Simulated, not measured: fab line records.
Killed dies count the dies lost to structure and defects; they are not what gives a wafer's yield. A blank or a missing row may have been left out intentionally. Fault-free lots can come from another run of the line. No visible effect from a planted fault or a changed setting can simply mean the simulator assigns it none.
Shared-tool check	flow gf180mcu	13 lots and 39 wafers in the sample

== REASON FOR OPENING ==
At GF_CONTACT_CD_MEAS_14 the reading cdNm is flagged on 2 of 13 lots. Fault-free wafers read 220.0 nm, with a standard deviation of 1.4.
Rule: a lot gets a flag if all its wafers with a number sit over 4 standard deviations from that mean, or if no wafer of it has a number. All remaining lots are regarded as sound.

lot	measured	on	cdNm (nm), wafer by wafer	flag
L108	day 16 07:23	cdSem-01	219.8 221.1 220.5	
L110	day 16 21:31	cdSem-01	219.0 219.3 220.1	
L111	day 17 05:29	cdSem-01	219.8 220.0 219.8	
L112	day 17 13:43	cdSem-02	220.6 220.9 220.3	
L114	day 18 08:39	cdSem-01	220.1 220.8 220.5	
L115	day 18 16:44	cdSem-01	220.9 219.9 221.8	
L116	day 19 04:01	cdSem-02	218.7 220.0 218.8	
L117	day 19 08:21	cdSem-01	218.3 219.0 218.1	
L119	day 20 10:25	cdSem-01	222.5 222.6 221.4	
L124	day 22 05:27	cdSem-01	217.8 218.2 218.5	
L127	day 22 23:05	cdSem-01	266.1 264.1 264.8	FLAGGED
L129	day 23 15:38	cdSem-02	259.4 260.7 260.6	FLAGGED
L131	day 24 07:37	cdSem-01	220.8 221.5 221.8	
The numbers of the flagged lots are 262.6 nm on average: +42.6 nm against the usual, or +30 standard deviations.

== LOT BY LOT: THE TOOL USED ==
Before the reading, the record contains 3 process steps out of a 602-step route. Read each cell as the tool, then ch plus the chambers that the sampled wafers visited, then the start.
lot	flag	GF_SAB_ETCH_11	GF_SALICIDE_SPUTTER_03	GF_CONTACT_EXPOSE_11
L108		rieDiel-03 ch 1,3, day 15 07:38	pvdSputter-02, day 15 08:08	krfScanner-01 ch 0, day 15 20:11
L110		rieDiel-01 ch 1,2,3, day 15 23:02	pvdSputter-02, day 15 23:24	krfScanner-02 ch 0, day 16 11:22
L111		rieDiel-02 ch 1,3, day 16 06:35	pvdSputter-03, day 16 06:58	krfScanner-01 ch 0, day 16 18:16
L112		rieDiel-01 ch 1,3, day 16 13:23	pvdSputter-04, day 16 13:45	krfScanner-01 ch 0, day 17 02:43
L114		rieDiel-01 ch 1,2,3, day 17 07:47	pvdSputter-04, day 17 08:10	krfScanner-01 ch 0, day 17 20:45
L115		rieDiel-03 ch 0,1,2, day 17 15:55	pvdSputter-04, day 17 16:17	krfScanner-01 ch 0, day 18 05:31
L116		rieDiel-01 ch 0,3, day 18 02:07	pvdSputter-04, day 18 02:37	krfScanner-02 ch 0, day 18 15:55
L117		rieDiel-02 ch 1,2,3, day 18 07:50	pvdSputter-04, day 18 08:13	krfScanner-02 ch 0, day 18 20:23
L119		rieDiel-03 ch 0,1,3, day 19 08:10	pvdSputter-02, day 19 08:34	krfScanner-01 ch 0, day 19 21:46
L124		rieDiel-02 ch 0,3, day 21 04:37	pvdSputter-02, day 21 05:01	krfScanner-02 ch 0, day 21 18:02
L127	FLAGGED	rieDiel-03 ch 0,1,3, day 21 21:57	pvdSputter-02, day 21 22:20	krfScanner-02 ch 0, day 22 11:30
L129	FLAGGED	rieDiel-02 ch 1,2, day 22 15:11	pvdSputter-04, day 22 15:33	krfScanner-02 ch 0, day 23 04:33
L131		rieDiel-02 ch 0,1,2, day 23 07:47	pvdSputter-04, day 23 08:09	krfScanner-01 ch 0, day 23 20:33
What the steps here do:
- GF_SAB_ETCH_11: etches SiO2 in C4F8/O2/Ar, target depth 55 nm, time 8.5 s.
- GF_SALICIDE_SPUTTER_03: material TiN, target thk 20 nm, time 16.7 s.
- GF_CONTACT_EXPOSE_11: exposes mask Contact, target cd 220 nm.
- GF_CONTACT_CD_MEAS_14: target cd 220 nm.

== FLAGGED AGAINST TOTAL, ONE TOOL AT A TIME (gauges that did the reading follow at the end) ==
step	tool	lots run	flagged	share of the flagged lots	sound lots run after its first flagged lot
GF_SAB_ETCH_11	rieDiel-01	4	0	none	-
GF_SAB_ETCH_11	rieDiel-02	5	1	some	1 (L131)
GF_SAB_ETCH_11	rieDiel-03	4	1	some	0
GF_SALICIDE_SPUTTER_03	pvdSputter-02	5	1	some	0
GF_SALICIDE_SPUTTER_03	pvdSputter-03	1	0	none	-
GF_SALICIDE_SPUTTER_03	pvdSputter-04	7	1	some	1 (L131)
GF_CONTACT_EXPOSE_11	krfScanner-01	7	0	none	-
GF_CONTACT_EXPOSE_11	krfScanner-02	6	2	all	0
GF_CONTACT_CD_MEAS_14	cdSem-01	10	1	some	1 (L131)
GF_CONTACT_CD_MEAS_14	cdSem-02	3	1	some	0

== WHAT IS ALLOWED BY THE TABLE ==
All flagged lots share 1 row of the table, namely krfScanner-02 at GF_CONTACT_EXPOSE_11.
- krfScanner-02 at GF_CONTACT_EXPOSE_11 ran 6 lots, 2 of them flagged. Last sound lot L124 at day 21 18:02, first flagged lot L127 at day 22 11:30; a fault beginning in between fits. Its own readings lie more than 4 standard deviations out on every wafer of the flagged lots: exposureDoseMJCm2.
Left over: one tool, krfScanner-02 at GF_CONTACT_EXPOSE_11.

== WHAT THE SIMULATOR HAD PUT IN ==
Drift in process parameters on krfScanner-02 at GF_CONTACT_EXPOSE_11, starting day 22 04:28. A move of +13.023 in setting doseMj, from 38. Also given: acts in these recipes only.
Struck lots among those shown: L127, L129. The rule above found the same.
